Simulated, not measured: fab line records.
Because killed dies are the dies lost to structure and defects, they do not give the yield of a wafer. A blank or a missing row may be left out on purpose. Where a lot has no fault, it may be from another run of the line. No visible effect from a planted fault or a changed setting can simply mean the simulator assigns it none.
2 desks, one fault :: flow gf180mcu :: each desk has only its own numbers; what lay behind them comes last

== AT THE METROLOGY DESK ==
Means of the sampled wafers that have a number, per lot and without regard to the tool the lot ran on: this is what the gauges read. Any lot whose mean is over 4 standard deviations away from the usual mean is out of limits and marked OUT; that distance is given in the brackets.
Columns: A = MIM_ALCU_RS at GF_MIM_RS_MEAS_10, usual 0.1600 ohm/sq
lot: L741
first seen here: day 25 14:59
A: 0.1614

lot: L745
first seen here: day 26 08:49
A: 0.1586

lot: L744
first seen here: day 26 11:20
A: 0.1614

lot: L746
first seen here: day 27 04:25
A: 0.1605

lot: L748
first seen here: day 27 09:01
A: 0.1580

lot: L755
first seen here: day 29 11:49
A: 0.1600

lot: L756
first seen here: day 29 20:27
A: 0.1608

lot: L757
first seen here: day 30 05:38
A: 0.1605

lot: L758
first seen here: day 30 12:59
A: 0.1589

lot: L759
first seen here: day 30 17:36
A: 0.1626

lot: L762
first seen here: day 31 09:05
A: 0.1609
Finding of this desk: none of the 11 lots has anything out of limits.

== FOR THE TOOL OWNER'S DESK: rie_metal-03 ==
The tool's own readings at GF_M5_METAL_ETCH_10 (etches the open film in Cl2/BCl3, stops on SiO2, target depth 750.8 nm, time 125.1 s): means of the sampled wafers that have a number, for each lot that ran on this tool. Any lot whose mean is over 4 standard deviations away from the usual mean is out of limits and marked OUT; that distance is given in the brackets.
Columns: A = drypump_motor_current_A at GF_M5_METAL_ETCH_10, usual 6.0 A; B = mfc_cl2_sccm at GF_M5_METAL_ETCH_10, usual 79.98 sccm; C = oes_product_au at GF_M5_METAL_ETCH_10, usual 0.990 a.u.; D = throttle_valve_pct at GF_M5_METAL_ETCH_10, usual 28.229 %
lot: L744
first seen here: day 28 05:06
A: 6.0
B: 80.23
C: 0.992
D: 28.235

lot: L748
first seen here: day 29 01:22
A: 5.9
B: 79.90
C: 0.998
D: 28.224

lot: L755
first seen here: day 31 01:04
A: 6.0
B: 80.16
C: 0.994
D: 28.227

lot: L756
first seen here: day 31 09:48
A: 6.0
B: 79.80
C: 0.997
D: 28.220

lot: L757
first seen here: day 31 17:38
A: 5.9
B: 79.86
C: 1.001
D: 28.216
Finding of this desk: none of the 5 lots has anything out of limits.

== BROUGHT TOGETHER ==
From the metrology desk's view, nothing was out of limits.
Nothing out of limits was seen by the tool owner's desk.

== WHAT WAS PUT IN BY THE SIMULATOR ==
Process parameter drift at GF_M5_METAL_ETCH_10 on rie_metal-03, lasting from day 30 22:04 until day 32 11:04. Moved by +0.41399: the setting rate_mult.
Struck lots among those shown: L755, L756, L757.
